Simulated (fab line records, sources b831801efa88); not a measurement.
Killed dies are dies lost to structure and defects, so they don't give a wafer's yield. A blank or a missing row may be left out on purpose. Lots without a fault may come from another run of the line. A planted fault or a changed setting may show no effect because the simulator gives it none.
Chamber matching | flow sky130 | SKY_PAD_OPEN_ETCH_07 on rie_diel-04: 4 sister chambers
The step etches the open film in CF4/O2, stops on AlCu, target depth 725 nm, time 161.1 s. 16 wafers are shown with their chamber, then 8 later ones without.

WAFERS WITH THEIR CHAMBER
wafer  | chamber | drypump_motor_current_A (A) | cf4_flow_sccm (sccm) | oes_product_au (a.u.)
L075.1 | 1       | 5.8                         | 80.07                | 0.979
L075.5 | 2       | 5.2                         | 80.36                | 0.960
L075.6 | 1       | 5.8                         | 80.50                | 0.996
L076.1 | 0       | 6.0                         | 79.89                | 0.983
L076.3 | 1       | 5.8                         | 80.05                | 0.977
L076.5 | 0       | 6.0                         | 79.93                | 0.981
L079.2 | 0       | 6.0                         | 79.79                | 0.965
L079.4 | 1       | 5.8                         | 79.84                | 0.970
L079.6 | 3       | 6.1                         | 80.22                | 0.963
L085.2 | 1       | 5.7                         | 79.96                | 0.979
L085.3 | 2       | 5.2                         | 80.58                | 0.975
L085.6 | 0       | 6.0                         | 79.45                | 0.974
L088.1 | 3       | 6.1                         | 80.19                | 0.965
L088.2 | 2       | 5.2                         | 80.12                | 0.972
L088.4 | 0       | 6.0                         | 79.36                | 0.973
L095.2 | 3       | 6.1                         | 79.81                | 0.970

SIGNATURES (means of the wafers above)
reading                 | chamber 0 | chamber 1 | chamber 2 | chamber 3 | scatter within a chamber
drypump_motor_current_A | 6.000     | 5.780     | 5.200     | 6.100     | 0.0258
cf4_flow_sccm           | 79.6840   | 80.0840   | 80.3533   | 80.0733   | 0.247
oes_product_au          | 0.97520   | 0.98020   | 0.96900   | 0.96600   | 0.00777
Rule: a wafer's distance from a chamber is the root of the sum, over the readings, of the square of ((its reading less the chamber's mean) divided by the reading's scatter). The wafer belongs to the nearest chamber; if the next one is less than 2 further off, it can't be placed. The scatter: the root of (the sum of the squares of (reading less its chamber's mean) over the shown wafers, divided by (wafers less chambers)).

WAFERS WITHOUT THEIR CHAMBER
wafer  | drypump_motor_current_A (A) | cf4_flow_sccm (sccm) | oes_product_au (a.u.)
L095.4 | 5.2                         | 80.10                | 0.974
L095.5 | 5.2                         | 79.79                | 0.979
L096.4 | 5.2                         | 79.94                | 0.970
L096.5 | 5.8                         | 79.94                | 0.982
L096.6 | 6.0                         | 79.85                | 0.973
L097.1 | 6.1                         | 79.70                | 0.974
L097.5 | 6.1                         | 80.08                | 0.984
L097.6 | 5.2                         | 79.86                | 0.970

WHICH CHAMBER EACH WENT THROUGH
wafer  | from the rows above | in truth
L095.4 | 2                   | 2
L095.5 | 2                   | 2
L096.4 | 2                   | 2
L096.5 | 1                   | 1
L096.6 | 0                   | 0
L097.1 | 3                   | 3
L097.5 | 3                   | 3
L097.6 | 2                   | 2
Placed correctly: 8 of 8. Can't be placed from these rows: 0. Placed wrongly: 0.
